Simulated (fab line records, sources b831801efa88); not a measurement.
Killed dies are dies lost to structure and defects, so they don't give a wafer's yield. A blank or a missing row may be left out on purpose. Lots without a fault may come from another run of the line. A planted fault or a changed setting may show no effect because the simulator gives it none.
fab line records | flow sky130
record lots=5 wafers=15 last_day=50
route steps=708 shown NWELL@66 PWDE@84 VT_ADJUST_HVTP@85 VT_ADJUST_LVTN@97
lots that met no fault: from a run of the same line without faults
start_h: hours from the record's first day to the start of the lot's first wafer shown | wait_h: hours since the lot's step before | " the same as in the row above | L1.1+2: a row that stands for several wafers | - no value, or no start given | * or withheld: withheld | < > ~ a bound
route shown NAME@n: a module of which the file shows steps, and the number in the route of the first | usual: mean/standard deviation of fault-free wafers | same: alike in all rows | chamber/n: place in a boat | sites: the reading at each site | _std_site: their standard deviation | _edge_site: outer sites' mean less inner sites' | radius_mm: how far each site lies from the wafer's centre | mask NAME#n: copy n | behind: the tool/chamber that last shaped the wafer | hold: why the lot was held/for how many hours/how that ended | device: the transistor (n, p or np) that didn't switch | end of line: the same wafers' tests at the end of the route | a step without rows: its recipe alone | killed: dies lost to structure and defects at the first sort, not the wafer's yield | map: a wafer's dies, x killed, . not, _ none there
set.NAME: the setting as run; set.NAME@STEP: as run at that earlier step | model.NAME: the simulator's own value behind a step, which no gauge read
lots at some steps of the route; a table a step, a row a wafer
services: from which hour (start_h, from the record's first day; less than 0 if before it) a tool's chamber was out of use, for how many hours, and why
## steps
# step SKY_NWELL_IMPLANT_13
# recipe species=P energy_kev=50 dose_cm2=6.857e+11 tilt_deg=withheld
# columns lot.wafer tool chamber start_h wait_h
L080.1+4+5 implanter-03 0 127.84 0.1
L084.3+4+6 implanter-04 0 150.38 0.1
L088.1+4+5 implanter-03 0 168.64 0.1
L089.2+3+6 implanter-04 0 172.80 0.1
L094.3+5+6 implanter-03 0 207.54 0.1
# step SKY_NWELL_STRIP_14
# recipe chemistry=O2/N2 power_w=1400 pressure_mtorr=1500 platen_temp_c=withheld o2_flow_sccm=3000 n2_flow_sccm=300 overash_fraction=0.5
# usual drypump_motor_current_A=5.7/0.42 oes_product_au=0.722/0.0047 strip_time_to_endpoint_s=36.96/0.1
# columns lot.wafer tool chamber start_h wait_h drypump_motor_current_A oes_product_au rf_hours_counter_h strip_time_to_endpoint_s
L080.1 plasma_asher-01 0 127.99 0.1 5.2 0.721 45 37.11
L080.4 " 0 " " 5.2 0.712 - 37.02
L080.5 " 1 " " 5.7 0.719 - 37.09
L084.3 plasma_asher-02 0 150.51 0.1 5.7 0.717 - 36.81
L084.4 " 1 " " 5.1 0.717 - 36.78
L084.6 " 0 " " 5.7 0.729 - 36.94
L088.1 plasma_asher-04 1 168.79 0.1 6.4 0.717 5 37.07
L088.4 " 1 " " 6.4 0.724 - 36.95
L088.5 " 0 " " 5.9 0.727 - 36.89
L089.2 plasma_asher-04 0 172.92 0.1 6.0 0.729 6 36.89
L089.3 " 1 " " 6.3 0.720 - 36.91
L089.6 " 0 " " 5.9 0.725 - 36.83
L094.3 plasma_asher-04 0 207.67 0.1 5.9 0.727 - 36.93
L094.5 " 1 " " 6.3 0.722 - 36.80
L094.6 " 0 " " 5.9 0.729 - 36.82
# step SKY_NWELL_TW_MEAS_15
# usual NWELL_TW=1826/14
# columns lot.wafer tool chamber start_h wait_h NWELL_TW
L080.1 film_metro-02 - 128.09 0.1 1831
L080.4 " - " " 1833
L080.5 " - " " 1839
L084.3 film_metro-04 - 150.60 0.1 1838
L084.4 " - " " 1844
L084.6 " - " " 1839
L088.1 film_metro-01 - 168.89 0.1 1803
L088.4 " - " " 1801
L088.5 " - " " 1802
L089.2 film_metro-04 - 173.03 0.1 1825
L089.3 " - " " 1821
L089.6 " - " " 1829
L094.3 film_metro-02 - 207.76 0.1 1838
L094.5 " - " " 1828
L094.6 " - " " 1837
# step SKY_NWELL_DEHYDRATE_16
# recipe temp_c=200 time_s=60
# columns lot.wafer tool chamber start_h wait_h
L080.1+4+5 litho_track-01 0 137.59 9.5
L084.3+4+6 litho_track-01 0 160.34 9.7
L088.1+4+5 litho_track-01 0 179.44 10.5
L089.2+3+6 litho_track-03 0 182.78 9.7
L094.3+5+6 litho_track-04 0 217.68 9.9
# step SKY_NWELL_HMDS_17
# recipe prime_time_s=60 prime_temp_c=120
# usual prime_temp_c=120.01/0.13
# columns lot.wafer tool chamber start_h wait_h prime_temp_c
L080.1 litho_track-01 0 137.74 0.1 120.22
L080.4 " 0 " " 120.09
L080.5 " 0 " " 120.31
L084.3 litho_track-01 0 160.49 0.1 119.98
L084.4 " 0 " " 119.98
L084.6 " 0 " " 120.04
L088.1 litho_track-01 0 179.59 0.1 120.01
L088.4 " 0 " " 120.12
L088.5 " 0 " " 120.03
L089.2 litho_track-03 0 182.93 0.1 119.98
L089.3 " 0 " " 119.89
L089.6 " 0 " " 119.85
L094.3 litho_track-04 0 217.83 0.1 119.92
L094.5 " 0 " " 120.17
L094.6 " 0 " " 120.16
# step SKY_NWELL_COAT_18
# recipe spin_rpm=2000 resist_thk_nm=3000
# usual spin_speed_rpm=2000.1/1.8
# columns lot.wafer tool chamber start_h wait_h spin_speed_rpm
L080.1 litho_track-01 0 137.89 0.1 2000.6
L080.4 " 0 " " 1998.7
L080.5 " 0 " " 1998.3
L084.3 litho_track-01 0 160.64 0.1 1999.3
L084.4 " 0 " " 2001.1
L084.6 " 0 " " 2000.0
L088.1 litho_track-01 0 179.74 0.1 1999.3
L088.4 " 0 " " 1998.8
L088.5 " 0 " " 1997.7
L089.2 litho_track-03 0 183.08 0.1 1998.0
L089.3 " 0 " " 1998.7
L089.6 " 0 " " 1998.6
L094.3 litho_track-04 0 217.98 0.1 1997.9
L094.5 " 0 " " 1999.3
L094.6 " 0 " " 2000.8
# step SKY_NWELL_SOFTBAKE_19
# recipe temp_c=110 time_s=withheld
# columns lot.wafer tool chamber start_h wait_h
L080.1+4+5 litho_track-01 0 138.04 0.1
L084.3+4+6 litho_track-01 0 160.81 0.1
L088.1+4+5 litho_track-01 0 179.89 0.1
L089.2+3+6 litho_track-03 0 183.23 0.1
L094.3+5+6 litho_track-04 0 218.15 0.1
# step SKY_NWELL_EXPOSE_20
# recipe mask_id=NWM_COMPLEMENT na=0.6 source_shape=conventional sigma_outer=0.6 polarization=unpolarized target_cd_nm=840 dose_mj=260
# same na=0.6
# columns lot.wafer tool chamber start_h wait_h mask
L080.1+4+5 iline_stepper-02 0 - - NWM_COMPLEMENT#0
L084.3+4+6 iline_stepper-02 0 - - NWM_COMPLEMENT#0
L088.1+4+5 iline_stepper-02 0 - - NWM_COMPLEMENT#0
L089.2+3+6 iline_stepper-02 0 - - NWM_COMPLEMENT#0
L094.3+5+6 iline_stepper-02 0 - - NWM_COMPLEMENT#0
# step SKY_NWELL_PEB_21
# recipe temp_c=115 time_s=withheld
# columns lot.wafer tool chamber start_h wait_h
L080.1+4+5 litho_track-03 0 - -
L084.3+4+6 litho_track-04 0 - -
L088.1+4+5 litho_track-04 0 - -
L089.2+3+6 litho_track-01 0 - -
L094.3+5+6 litho_track-01 0 - -
# step SKY_NWELL_DEVELOP_22
# recipe wall_angle_deg=90 developer=TMAH develop_time_s=60 dev_temp_c=23
# columns lot.wafer tool chamber start_h wait_h
L080.1+4+5 litho_track-03 0 - -
L084.3+4+6 litho_track-04 0 - -
L088.1+4+5 litho_track-04 0 - -
L089.2+3+6 litho_track-01 0 - -
L094.3+5+6 litho_track-01 0 - -
# step SKY_NWELL_OVL_MEAS_23
# usual NWELL_01_OVL=-0.6/1.2
# columns lot.wafer tool chamber start_h wait_h NWELL_01_OVL[nm]
L080.1 overlay-01 - 147.75 - -0.9
L080.4 " - " " -0.9
L080.5 " - " " 0.3
L084.3 overlay-01 - 170.90 - 1.2
L084.4 " - " " 0.2
L084.6 " - " " -0.2
L088.1 overlay-02 - 190.13 - 0.3
L088.4 " - " " -1.4
L088.5 " - " " 0.4
L089.2 overlay-01 - 193.95 - -0.5
L089.3 " - " " -1.3
L089.6 " - " " -1.5
L094.3 overlay-02 - 230.16 - -1.0
L094.5 " - " " -0.5
L094.6 " - " " -0.8
# step SKY_NWELL_IMPLANT_24
# recipe species=B energy_kev=141 dose_cm2=9.2e+12 tilt_deg=withheld
# columns lot.wafer tool chamber start_h wait_h
L080.1+4+5 implanter-04 0 147.79 0.0
L084.3+4+6 implanter-02 0 170.97 0.1
L088.1+4+5 implanter-04 0 190.17 0.0
L089.2+3+6 implanter-04 0 194.01 0.0
L094.3+5+6 implanter-04 0 230.23 0.1
# step SKY_NWELL_STRIP_25
# recipe chemistry=O2/N2 power_w=1400 pressure_mtorr=1500 platen_temp_c=withheld o2_flow_sccm=3000 n2_flow_sccm=300 overash_fraction=0.5
# usual drypump_motor_current_A=5.6/0.42 oes_product_au=0.723/0.0041 strip_time_to_endpoint_s=36.99/0.13
# columns lot.wafer tool chamber start_h wait_h drypump_motor_current_A oes_product_au rf_hours_counter_h strip_time_to_endpoint_s
L080.1 plasma_asher-01 0 147.94 0.1 5.2 0.724 47 37.03
L080.4 " 0 " " 5.2 0.722 - 36.82
L080.5 " 1 " " 5.7 0.719 - 37.02
L084.3 plasma_asher-02 1 171.10 0.1 5.1 0.727 - 36.96
L084.4 " 0 " " 5.7 0.725 - 36.89
L084.6 " 1 " " 5.0 0.722 - 36.82
L088.1 plasma_asher-02 1 190.32 0.1 5.1 0.722 37 36.99
L088.4 " 0 " " 5.7 0.725 - 36.84
L088.5 " 0 " " 5.7 0.723 - 37.02
L089.2 plasma_asher-01 0 194.13 0.1 5.2 0.722 51 37.13
L089.3 " 1 " " 5.7 0.723 - 37.05
L089.6 " 1 " " 5.7 0.726 - 37.07
L094.3 plasma_asher-04 1 230.36 0.1 6.3 0.724 - 36.93
L094.5 " 1 " " 6.3 0.718 - 37.02
L094.6 " 0 " " 5.9 0.719 - 36.93
# step SKY_NWELL_TW_MEAS_26
# usual NWELL_2_TW=495/5.3
# columns lot.wafer tool chamber start_h wait_h NWELL_2_TW
L080.1 film_metro-04 - 148.04 0.1 502
L080.4 " - " " 500
L080.5 " - " " 499
L084.3 film_metro-02 - 171.19 0.1 497
L084.4 " - " " 500
L084.6 " - " " 497
L088.1 film_metro-04 - 190.42 0.1 500
L088.4 " - " " 499
L088.5 " - " " 499
L089.2 film_metro-01 - 194.24 0.1 491
L089.3 " - " " 485
L089.6 " - " " 489
L094.3 film_metro-04 - 230.45 0.1 504
L094.5 " - " " 503
L094.6 " - " " 500
# step SKY_NWELL_CLEAN_27
# recipe chemistry=SC1/SC2 mix=1:4:20 temp_c=70 time_s=150 dry=n2_spin
# usual temp_c=69.99/0.13
# columns lot.wafer tool chamber start_h wait_h temp_c
L080.1 wet_bench-02 3 148.10 0.1 69.99
L080.4 " 3 " " 70.11
L080.5 " 3 " " 70.00
L084.3 wet_bench-03 2 171.23 0.0 69.99
L084.4 " 2 " " 70.04
L084.6 " 2 " " 69.86
L088.1 wet_bench-01 2 190.48 0.1 70.24
L088.4 " 2 " " 70.19
L088.5 " 2 " " 70.20
L089.2 wet_bench-03 0 194.29 0.0 69.89
L089.3 " 0 " " 69.99
L089.6 " 0 " " 70.03
L094.3 wet_bench-02 0 230.49 0.0 70.01
L094.5 " 0 " " 69.93
L094.6 " 0 " " 70.05
# step SKY_NWELL_RTA_28
# recipe temp_c=1050 time_s=30 idle_temp_c=650 ramp_up_c_per_s=150 ramp_down_c_per_s=90 ambient=N2
# usual lamp_power_pct=25.30/0.056 ramp_up_c_per_s=150.00/0.026 wafer_temp_C_max=1054.9/0.95
# columns lot.wafer tool chamber start_h wait_h lamp_power_pct ramp_up_c_per_s wafer_temp_C_max
L080.1 rtp_anneal-02 0 148.15 0.0 25.19 149.98 1056.5
L080.4 " 0 " " 25.34 150.02 1054.3
L080.5 " 0 " " 25.39 150.02 1056.1
L084.3 rtp_anneal-02 0 171.31 0.0 25.28 150.00 1055.1
L084.4 " 0 " " 25.38 149.99 1057.4
L084.6 " 0 " " 25.36 150.01 1054.9
L088.1 rtp_anneal-02 0 190.54 0.0 25.32 149.99 1054.9
L088.4 " 0 " " 25.30 150.00 1054.7
L088.5 " 0 " " 25.32 149.99 1053.7
L089.2 rtp_anneal-02 0 194.36 0.0 25.33 150.05 1056.6
L089.3 " 0 " " 25.26 149.98 1055.4
L089.6 " 0 " " 25.28 149.97 1054.9
L094.3 rtp_anneal-02 0 230.58 0.0 25.42 150.02 1054.4
L094.5 " 0 " " 25.29 149.96 1054.6
L094.6 " 0 " " 25.31 149.99 1055.7
# step SKY_NWELL_RS_MEAS_29
# recipe thk_meas_gauge=four-point-probe
# usual NWELL_RS=625.4/1.7
# columns lot.wafer tool chamber start_h wait_h NWELL_RS[ohm/sq]
L080.1 film_metro-02 - 148.25 0.1 627.8
L080.4 " - " " 627.3
L080.5 " - " " 626.9
L084.3 film_metro-04 - 171.42 0.1 623.9
L084.4 " - " " 623.4
L084.6 " - " " 622.7
L088.1 film_metro-01 - 190.64 0.1 624.1
L088.4 " - " " 623.2
L088.5 " - " " 623.6
L089.2 film_metro-01 - 194.46 0.1 628.3
L089.3 " - " " 626.7
L089.6 " - " " 626.5
L094.3 film_metro-01 - 230.69 0.1 623.3
L094.5 " - " " 624.7
L094.6 " - " " 621.0
# step SKY_NWELL_RS_MEAS_31
# recipe thk_meas_gauge=four-point-probe
# usual PWDE_RS=5272/18
# columns lot.wafer tool chamber start_h wait_h PWDE_RS[ohm/sq]
L080.1 film_metro-02 - 148.49 0.1 5261
L080.4 " - " " 5277
L080.5 " - " " 5256
L084.3 film_metro-04 - 171.66 0.1 5266
L084.4 " - " " 5265
L084.6 " - " " 5270
L088.1 film_metro-01 - 190.88 0.1 5282
L088.4 " - " " 5280
L088.5 " - " " 5282
L089.2 film_metro-01 - 194.70 0.1 5249
L089.3 " - " " 5259
L089.6 " - " " 5260
L094.3 film_metro-01 - 230.93 0.1 5310
L094.5 " - " " 5284
L094.6 " - " " 5294
# step SKY_VT_ADJUST_HVTP_DEHYDRATE_00
# recipe temp_c=200 time_s=60
# columns lot.wafer tool chamber start_h wait_h
L080.1+4+5 litho_track-03 0 158.50 10.0
L084.3+4+6 litho_track-03 0 182.20 10.5
L088.1+4+5 litho_track-02 0 201.62 10.7
L089.2+3+6 litho_track-01 0 205.37 10.6
L094.3+5+6 litho_track-02 0 241.57 10.6
# step SKY_VT_ADJUST_HVTP_HMDS_01
# recipe prime_time_s=60 prime_temp_c=120
# usual prime_temp_c=120.01/0.13
# columns lot.wafer tool chamber start_h wait_h prime_temp_c
L080.1 litho_track-03 0 158.65 0.1 120.10
L080.4 " 0 " " 120.01
L080.5 " 0 " " 120.26
L084.3 litho_track-03 0 182.35 0.1 120.07
L084.4 " 0 " " 120.01
L084.6 " 0 " " 120.11
L088.1 litho_track-02 0 201.77 0.1 119.78
L088.4 " 0 " " 119.85
L088.5 " 0 " " 120.04
L089.2 litho_track-01 0 205.52 0.1 119.96
L089.3 " 0 " " 119.93
L089.6 " 0 " " 120.14
L094.3 litho_track-02 0 241.72 0.1 120.02
L094.5 " 0 " " 120.32
L094.6 " 0 " " 120.11
# step SKY_VT_ADJUST_HVTP_COAT_02
# recipe resist=NOVOLAK spin_rpm=3000 resist_thk_nm=1140
# usual spin_speed_rpm=2999.9/2.4
# columns lot.wafer tool chamber start_h wait_h spin_speed_rpm
L080.1 litho_track-03 0 158.80 0.1 3001.5
L080.4 " 0 " " 3004.2
L080.5 " 0 " " 3002.2
L084.3 litho_track-03 0 182.50 0.1 2997.3
L084.4 " 0 " " 2998.5
L084.6 " 0 " " 3000.1
L088.1 litho_track-02 0 201.92 0.1 2999.2
L088.4 " 0 " " 3002.5
L088.5 " 0 " " 3000.6
L089.2 litho_track-01 0 205.67 0.1 2997.9
L089.3 " 0 " " 3002.4
L089.6 " 0 " " 2999.0
L094.3 litho_track-02 0 241.87 0.1 3000.3
L094.5 " 0 " " 3003.2
L094.6 " 0 " " 3001.7
# step SKY_VT_ADJUST_HVTP_SOFTBAKE_03
# recipe temp_c=90 time_s=60 resist=NOVOLAK
# columns lot.wafer tool chamber start_h wait_h
L080.1+4+5 litho_track-03 0 158.95 0.1
L084.3+4+6 litho_track-03 0 182.65 0.1
L088.1+4+5 litho_track-02 0 202.07 0.1
L089.2+3+6 litho_track-01 0 205.82 0.1
L094.3+5+6 litho_track-02 0 242.02 0.1
# step SKY_VT_ADJUST_HVTP_EXPOSE_04
# recipe mask_id=HVTPM na=0.6 source_shape=conventional sigma_outer=0.6 polarization=unpolarized target_cd_nm=380 dose_mj=140
# same na=0.6
# columns lot.wafer tool chamber start_h wait_h mask
L080.1+4+5 iline_stepper-02 0 - - HVTPM#0
L084.3+4+6 iline_stepper-01 0 - - HVTPM#0
L088.1+4+5 iline_stepper-02 0 - - HVTPM#0
L089.2+3+6 iline_stepper-02 0 - - HVTPM#0
L094.3+5+6 iline_stepper-01 0 - - HVTPM#0
# step SKY_VT_ADJUST_HVTP_PEB_05
# recipe temp_c=withheld time_s=* resist=NOVOLAK
# columns lot.wafer tool chamber start_h wait_h
L080.1+4+5 litho_track-01 0 - -
L084.3+4+6 litho_track-02 0 - -
L088.1+4+5 litho_track-01 0 - -
L089.2+3+6 litho_track-01 0 - -
L094.3+5+6 litho_track-03 0 - -
# step SKY_VT_ADJUST_HVTP_DEVELOP_06
# recipe resist=NOVOLAK developer=TMAH develop_time_s=60 dev_temp_c=23
# columns lot.wafer tool chamber start_h wait_h
L080.1+4+5 litho_track-01 0 168.44 0.1
L084.3+4+6 litho_track-02 0 193.32 0.1
L088.1+4+5 litho_track-01 0 212.19 0.1
L089.2+3+6 litho_track-01 0 216.67 0.1
L094.3+5+6 litho_track-03 0 254.05 0.1
# step SKY_VT_ADJUST_HVTP_CD_MEAS_07
# recipe target_cd_nm=380
# usual cd_nm=380.2/2.4
# columns lot.wafer tool chamber start_h wait_h cd_nm
L080.1 cd_sem-02 - 168.59 0.1 382.1
L080.4 " - " " 381.7
L080.5 " - " " 379.2
L084.3 cd_sem-02 - 193.46 0.1 381.6
L084.4 " - " " 382.2
L084.6 " - " " 382.0
L088.1 cd_sem-02 - 212.34 0.1 380.3
L088.4 " - " " 381.1
L088.5 " - " " 379.0
L089.2 cd_sem-02 - 216.81 0.1 379.8
L089.3 " - " " 379.4
L089.6 " - " " 377.2
L094.3 cd_sem-01 - 254.19 0.1 377.8
L094.5 " - " " 375.6
L094.6 " - " " 377.7
# step SKY_VT_ADJUST_HVTP_OVL_MEAS_08
# usual VT_ADJUST_HVTP_OVL=0.1/1.6
# columns lot.wafer tool chamber start_h wait_h VT_ADJUST_HVTP_OVL[nm]
L080.1 overlay-02 - 168.71 0.1 -0.9
L080.4 " - " " 0.5
L080.5 " - " " 0.8
L084.3 overlay-02 - 193.55 0.1 -0.8
L084.4 " - " " -0.7
L084.6 " - " " 2.1
L088.1 overlay-02 - 212.46 0.1 -2.1
L088.4 " - " " 0.8
L088.5 " - " " -0.5
L089.2 overlay-02 - 216.92 0.1 -0.3
L089.3 " - " " 0.3
L089.6 " - " " -0.7
L094.3 overlay-02 - 254.28 0.1 -0.7
L094.5 " - " " 0.7
L094.6 " - " " -0.3
# step SKY_VT_ADJUST_HVTP_IMPLANT_09
# recipe species=As energy_kev=150 dose_cm2=4.3e+12 tilt_deg=withheld
# columns lot.wafer tool chamber start_h wait_h
L080.1+4+5 implanter-01 0 168.75 0.0
L084.3+4+6 implanter-01 0 193.62 0.1
L088.1+4+5 implanter-04 0 212.50 0.0
L089.2+3+6 implanter-01 0 216.98 0.0
L094.3+5+6 implanter-02 0 254.36 0.1
# step SKY_VT_ADJUST_HVTP_STRIP_10
# recipe chemistry=O2/N2 power_w=1400 pressure_mtorr=1500 platen_temp_c=withheld o2_flow_sccm=3000 n2_flow_sccm=300 overash_fraction=0.5
# usual drypump_motor_current_A=5.8/0.42 oes_product_au=0.715/0.0043 strip_time_to_endpoint_s=14.19/0.039
# columns lot.wafer tool chamber start_h wait_h drypump_motor_current_A oes_product_au rf_hours_counter_h strip_time_to_endpoint_s
L080.1 plasma_asher-03 1 168.90 0.1 5.7 0.720 48 14.21
L080.4 " 1 " " 5.7 0.717 - 14.20
L080.5 " 1 " " 5.7 0.714 - 14.26
L084.3 plasma_asher-02 1 193.76 0.1 5.1 0.720 - 14.23
L084.4 " 0 " " 5.7 0.718 - 14.24
L084.6 " 0 " " 5.7 0.709 - 14.24
L088.1 plasma_asher-04 0 212.65 0.1 5.9 0.719 10 14.23
L088.4 " 0 " " 6.0 0.712 - 14.21
L088.5 " 1 " " 6.3 0.717 - 14.27
L089.2 plasma_asher-02 1 217.10 0.1 5.1 0.716 39 14.13
L089.3 " 1 " " 5.1 0.709 - 14.14
L089.6 " 0 " " 5.7 0.718 - 14.11
L094.3 plasma_asher-04 1 254.49 0.1 6.3 0.712 - 14.17
L094.5 " 1 " " 6.3 0.719 - 14.15
L094.6 " 0 " " 6.0 0.715 - 14.15
# step SKY_VT_ADJUST_HVTP_TW_MEAS_11
# usual VT_ADJUST_HVTP_TW=1353/13
# columns lot.wafer tool chamber start_h wait_h VT_ADJUST_HVTP_TW
L080.1 film_metro-04 - 169.00 0.1 1349
L080.4 " - " " 1360
L080.5 " - " " 1354
L084.3 film_metro-01 - 193.84 0.1 1334
L084.4 " - " " 1334
L084.6 " - " " 1326
L088.1 film_metro-01 - 212.75 0.1 1338
L088.4 " - " " 1342
L088.5 " - " " 1333
L089.2 film_metro-01 - 217.21 0.1 1339
L089.3 " - " " 1350
L089.6 " - " " 1348
L094.3 film_metro-01 - 254.58 0.1 1336
L094.5 " - " " 1343
L094.6 " - " " 1340
# step SKY_VT_ADJUST_LVTN_DEHYDRATE_00
# recipe temp_c=200 time_s=60
# columns lot.wafer tool chamber start_h wait_h
L080.1+4+5 litho_track-04 0 179.48 10.5
L084.3+4+6 litho_track-02 0 204.47 10.6
L088.1+4+5 litho_track-02 0 223.77 11.0
L089.2+3+6 litho_track-03 0 228.28 11.1
L094.3+5+6 litho_track-04 0 265.88 11.3
# step SKY_VT_ADJUST_LVTN_HMDS_01
# recipe prime_time_s=60 prime_temp_c=120
# usual prime_temp_c=120.01/0.14
# columns lot.wafer tool chamber start_h wait_h prime_temp_c
L080.1 litho_track-04 0 179.63 0.1 119.83
L080.4 " 0 " " 119.98
L080.5 " 0 " " 120.16
L084.3 litho_track-02 0 204.62 0.1 119.96
L084.4 " 0 " " 119.80
L084.6 " 0 " " 119.90
L088.1 litho_track-02 0 223.92 0.1 119.95
L088.4 " 0 " " 120.18
L088.5 " 0 " " 119.91
L089.2 litho_track-03 0 228.43 0.1 119.91
L089.3 " 0 " " 119.86
L089.6 " 0 " " 119.93
L094.3 litho_track-04 0 266.03 0.1 120.20
L094.5 " 0 " " 120.10
L094.6 " 0 " " 120.18
# step SKY_VT_ADJUST_LVTN_COAT_02
# recipe spin_rpm=2000 resist_thk_nm=3000
# usual spin_speed_rpm=1999.9/1.7
# columns lot.wafer tool chamber start_h wait_h spin_speed_rpm
L080.1 litho_track-04 0 179.78 0.1 1999.0
L080.4 " 0 " " 1999.4
L080.5 " 0 " " 2001.2
L084.3 litho_track-02 0 204.77 0.1 2003.8
L084.4 " 0 " " 2001.2
L084.6 " 0 " " 2000.3
L088.1 litho_track-02 0 224.07 0.1 1999.0
L088.4 " 0 " " 2000.9
L088.5 " 0 " " 1998.5
L089.2 litho_track-03 0 228.58 0.1 2002.1
L089.3 " 0 " " 2003.0
L089.6 " 0 " " 2001.5
L094.3 litho_track-04 0 266.18 0.1 1998.1
L094.5 " 0 " " 2000.9
L094.6 " 0 " " 1999.7
# step SKY_VT_ADJUST_LVTN_SOFTBAKE_03
# recipe temp_c=110 time_s=withheld
# columns lot.wafer tool chamber start_h wait_h
L080.1+4+5 litho_track-04 0 179.93 0.1
L084.3+4+6 litho_track-02 0 204.93 0.1
L088.1+4+5 litho_track-02 0 224.22 0.1
L089.2+3+6 litho_track-03 0 228.73 0.1
L094.3+5+6 litho_track-04 0 266.35 0.1
# step SKY_VT_ADJUST_LVTN_EXPOSE_04
# recipe mask_id=NWM_COMPLEMENT_LESS_NATIVE na=0.6 source_shape=conventional sigma_outer=0.6 polarization=unpolarized target_cd_nm=840 dose_mj=194
# same na=0.6
# columns lot.wafer tool chamber start_h wait_h mask
L080.1+4+5 iline_stepper-01 0 - - NWM_COMPLEMENT_LESS_NATIVE#0
L084.3+4+6 iline_stepper-01 0 - - NWM_COMPLEMENT_LESS_NATIVE#0
L088.1+4+5 iline_stepper-01 0 - - NWM_COMPLEMENT_LESS_NATIVE#0
L089.2+3+6 iline_stepper-02 0 - - NWM_COMPLEMENT_LESS_NATIVE#0
L094.3+5+6 iline_stepper-01 0 - - NWM_COMPLEMENT_LESS_NATIVE#0
# step SKY_VT_ADJUST_LVTN_PEB_05
# recipe temp_c=115 time_s=withheld
# columns lot.wafer tool chamber start_h wait_h
L080.1+4+5 litho_track-03 0 - -
L084.3+4+6 litho_track-02 0 - -
L088.1+4+5 litho_track-04 0 - -
L089.2+3+6 litho_track-03 0 - -
L094.3+5+6 litho_track-02 0 - -
# step SKY_VT_ADJUST_LVTN_DEVELOP_06
# recipe wall_angle_deg=90 developer=TMAH develop_time_s=60 dev_temp_c=23
# columns lot.wafer tool chamber start_h wait_h
L080.1+4+5 litho_track-03 0 - -
L084.3+4+6 litho_track-02 0 - -
L088.1+4+5 litho_track-04 0 - -
L089.2+3+6 litho_track-03 0 - -
L094.3+5+6 litho_track-02 0 - -
# step SKY_VT_ADJUST_LVTN_OVL_MEAS_07
# usual VT_ADJUST_LVTN_OVL=0.7/1.3
# columns lot.wafer tool chamber start_h wait_h VT_ADJUST_LVTN_OVL[nm]
L080.1 overlay-01 - 190.10 - 0.1
L080.4 " - " " -1.6
L080.5 " - " " 1.8
L084.3 overlay-02 - 215.43 - 2.0
L084.4 " - " " 3.3
L084.6 " - " " 2.5
L088.1 overlay-01 - 234.63 - 1.7
L088.4 " - " " 2.4
L088.5 " - " " 1.2
L089.2 overlay-02 - 240.31 - 0.5
L089.3 " - " " 1.3
L089.6 " - " " 0.3
L094.3 overlay-02 - 277.78 - 1.5
L094.5 " - " " 2.1
L094.6 " - " " 1.1
# step SKY_VT_ADJUST_LVTN_IMPLANT_08
# recipe species=B energy_kev=29.61 dose_cm2=1.57e+12 tilt_deg=withheld
# columns lot.wafer tool chamber start_h wait_h
L080.1+4+5 implanter-01 0 190.14 0.0
L084.3+4+6 implanter-01 0 215.50 0.1
L088.1+4+5 implanter-01 0 234.67 0.0
L089.2+3+6 implanter-03 0 240.36 0.0
L094.3+5+6 implanter-03 0 277.85 0.1
# step SKY_VT_ADJUST_LVTN_STRIP_09
# recipe chemistry=O2/N2 power_w=1400 pressure_mtorr=1500 platen_temp_c=withheld o2_flow_sccm=3000 n2_flow_sccm=300 overash_fraction=0.5
# usual drypump_motor_current_A=5.8/0.33 oes_product_au=0.723/0.0039 strip_time_to_endpoint_s=36.97/0.098
# columns lot.wafer tool chamber start_h wait_h drypump_motor_current_A oes_product_au rf_hours_counter_h strip_time_to_endpoint_s
L080.1 plasma_asher-03 1 190.29 0.1 5.7 0.723 50 36.98
L080.4 " 0 " " 5.6 0.719 - 36.95
L080.5 " 0 " " 5.5 0.717 - 37.00
L084.3 plasma_asher-03 0 215.64 0.1 5.6 0.727 - 36.93
L084.4 " 1 " " 5.6 0.716 - 36.89
L084.6 " 1 " " 5.6 0.723 - 37.07
L088.1 plasma_asher-01 0 234.82 0.1 5.2 0.726 55 36.98
L088.4 " 0 " " 5.2 0.723 - 36.93
L088.5 " 1 " " 5.7 0.728 - 36.87
L089.2 plasma_asher-03 1 240.49 0.1 5.6 0.723 55 36.96
L089.3 " 1 " " 5.6 0.724 - 36.88
L089.6 " 1 " " 5.6 0.727 - 36.88
L094.3 plasma_asher-03 0 277.99 0.1 5.6 0.719 - 36.86
L094.5 " 0 " " 5.6 0.732 - 36.94
L094.6 " 1 " " 5.7 0.719 - 36.88
# step SKY_VT_ADJUST_LVTN_TW_MEAS_10
# usual VT_ADJUST_LVTN_TW=241.2/2.4
# columns lot.wafer tool chamber start_h wait_h VT_ADJUST_LVTN_TW
L080.1 film_metro-01 - 190.39 0.1 238.8
L080.4 " - " " 237.9
L080.5 " - " " 238.8
L084.3 film_metro-03 - 215.72 0.1 242.8
L084.4 " - " " 243.2
L084.6 " - " " 243.2
L088.1 film_metro-01 - 234.92 0.1 239.3
L088.4 " - " " 238.5
L088.5 " - " " 240.0
L089.2 film_metro-01 - 240.60 0.1 237.1
L089.3 " - " " 237.1
L089.6 " - " " 237.0
L094.3 film_metro-02 - 278.07 0.1 244.2
L094.5 " - " " 243.4
L094.6 " - " " 243.0
# step SKY_VT_ADJUST_LVTN_DEHYDRATE_11
# recipe temp_c=200 time_s=60
# columns lot.wafer tool chamber start_h wait_h
L080.1+4+5 litho_track-03 0 200.80 10.4
L084.3+4+6 litho_track-03 0 226.60 10.9
L088.1+4+5 litho_track-03 0 246.15 11.2
L089.2+3+6 litho_track-02 0 252.54 11.9
L094.3+5+6 litho_track-04 0 287.33 9.3
## services
# columns tool chamber start_h hours kind
plasma_asher-04 - 108.75 9.0 pm
plasma_asher-04 0 108.75 9.0 vent_cycle
plasma_asher-04 1 108.75 9.0 vent_cycle
plasma_asher-04 0 117.75 - clean
plasma_asher-04 1 117.75 - clean
iline_stepper-01 - 120.74 4.0 repair
plasma_asher-03 - 130.70 2.4 repair
iline_stepper-01 0 137.52 - calibration
implanter-01 - 141.26 0.7 repair
wet_bench-01 - 158.24 2.0 repair
litho_track-01 - 171.18 - consumable_replace:filter
implanter-03 - 192.11 4.4 pm
implanter-02 - 203.87 9.2 repair
implanter-03 - 242.69 3.5 pm
implanter-02 - 273.00 2.4 repair
wet_bench-01 - 277.73 3.6 repair
rtp_anneal-02 - 283.70 3.0 pm
## key
fault none
